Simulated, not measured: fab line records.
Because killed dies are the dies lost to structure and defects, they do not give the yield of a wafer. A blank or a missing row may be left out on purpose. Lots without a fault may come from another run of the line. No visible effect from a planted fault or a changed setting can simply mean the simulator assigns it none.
A struck lot beside a sound one ; flow sky130 ; 15 out of 708 route steps
Sound: wafers L798.1, L798.3, L798.4. Struck: wafer L808.3. (L808.4, L808.5 of the same lot were not struck and are left out.) The cause comes at the end.
At each step with rows: each side's tool, then ch and its chambers, then its first start. Under that, the readings that differ: sound wafers ; struck wafers ; difference of the means ; sigmas: that difference in standard deviations of wafers without a fault.
alike: same words and numbers on both sides, and readings whose means sit less than 2 such deviations apart. not compared: any withheld reading, any reading some wafer has no value for, any bound like >300 that may hide the same value, and any number with overlapping values for which the record gives no deviation.
Wherever a step has rows on one side only, a row that says differs or no value, or a row with sigmas, the two part there. Numbers that don't overlap but have no deviation are shown without sigmas and don't part them. A reading that every wafer of one side lacks parts them only if that side has two wafers or more.

SKY_VIA2_CD_MEAS_12 targets a cd of 200 nm.
  struck on cd-sem-01, day 39 07:06; sound on cd-sem-01, day 36 03:34
  alike: cd-nm
SKY_VIA2_OVL_MEAS_13:
  struck on overlay-02, day 39 07:11; sound on overlay-02, day 36 03:41
  alike: VIA2_OVL
SKY_VIA2_ETCH_14: etches BARC in N2/H2, stops on SiO2, time 45.9 s, target depth 60 nm.
  sound on rie-diel-04 ch 0,2,3, day 36 03:44; struck on rie-diel-01 ch 2, day 39 07:13
reading;sound;struck;difference;sigmas
oes-product-au (a.u.);0.858 0.856 0.861;0.846;-0.012;-3
  alike: drypump-motor-current-A, throttle-valve-pct
  not compared: rf-hours-counter-h
then, 1 step without rows for these wafers: SKY_VIA2_ETCH_15 (etches SiO2 in C4F8/O2/Ar, stops on TiN, target depth 546 nm, time 84 s).
SKY_VIA2_STRIP_16: strips in O2/N2.
  sound on plasma-asher-02 ch 0,1, day 36 03:50; struck on plasma-asher-01 ch 0, day 39 07:21
  alike: drypump-motor-current-A, oes-product-au, strip-time-to-endpoint-s
  not compared: rf-hours-counter-h
then, 3 steps without rows for these wafers: SKY_VIA2_STRIP_17 (strips in post etch residue remover, time 1200 s); SKY_VIA2_CLEAN_18 (cleans in IPA, time 180 s); SKY_VIA2_CLEAN_19 (cleans in O3/DIW).
SKY_VIA2_SPUTTER_20: material TiN, target thk 20 nm, time 80 s.
  struck on pvd-sputter-04, day 39 07:57; sound on pvd-sputter-04, day 36 04:28
  alike: throttle-valve-pct
SKY_VIA2_CVD_21: deposits W, target thk 420 nm, time 126.4 s.
  sound on cvd-w-02 ch 0,1, day 36 04:32; struck on cvd-w-01 ch 0, day 39 08:04
  alike: heater-power-outer-w, heater-power-w
SKY_VIA2_RS_MEAS_22: the measuring method here is four-point-probe.
  struck on film-metro-04, day 39 08:11; sound on film-metro-02, day 36 04:40
  alike: VIA2_W_RS
SKY_VIA2_THK_MEAS_23: measures by xrf.
  struck on film-metro-04, day 39 08:17; sound on film-metro-02, day 36 04:47
  alike: VIA2_W_THK
SKY_VIA2_CMP_24: polishes, stops on SiO2, t overpolish 20 s, target thk 0 nm.
  sound on cmp-02 ch 1,2,3, day 36 04:53; struck on cmp-01 ch 0, day 39 08:19
reading;sound;struck;difference;sigmas
overpolish-run-s (s);19.987 19.993 19.992;22.235;+2.244;+99 or more
t-overpolish-s (s);20 20 20;22.242;+2.242;
  alike: motor-current-A, platen-rpm, slurry-flow-ml-min, time-to-endpoint-s
SKY_METAL3_SPUTTER_00: material Ti, target thk 15 nm, time 10 s.
  struck on pvd-sputter-01, day 39 08:37; sound on pvd-sputter-03, day 36 05:08
  alike: throttle-valve-pct
-- the record jumps here: 9 days lie between the struck wafers' starts before and after (it left off in module METAL3 and takes up again in module PAD_OPEN, whose first step shown is number 708 of the route) --
SKY_PAD_OPEN_PROBE_99:
  struck on prober-02, day 48 03:49; sound on prober-02, day 45 14:23
reading;sound;struck;difference;sigmas
killed-open;65 68 55;43;-20;-3
sort_bin_6_memory (%);7.7 8.9 7.1;5.1;-2.8;-3
  alike: defect-limited-yield, killed_at_M0_to_M3, killed_at_M4_up, killed-at-contacts, killed-at-front-end, killed-at-other, killed-dies, killed-short, sort_bin_3_pad_short, sort_bin_5_function, sort-n-pass, sort-yield-pct

WHERE THEY PART
Earliest at SKY_VIA2_ETCH_14; latest, in this record, at SKY_PAD_OPEN_PROBE_99.

WHY: the cause the simulator had injected
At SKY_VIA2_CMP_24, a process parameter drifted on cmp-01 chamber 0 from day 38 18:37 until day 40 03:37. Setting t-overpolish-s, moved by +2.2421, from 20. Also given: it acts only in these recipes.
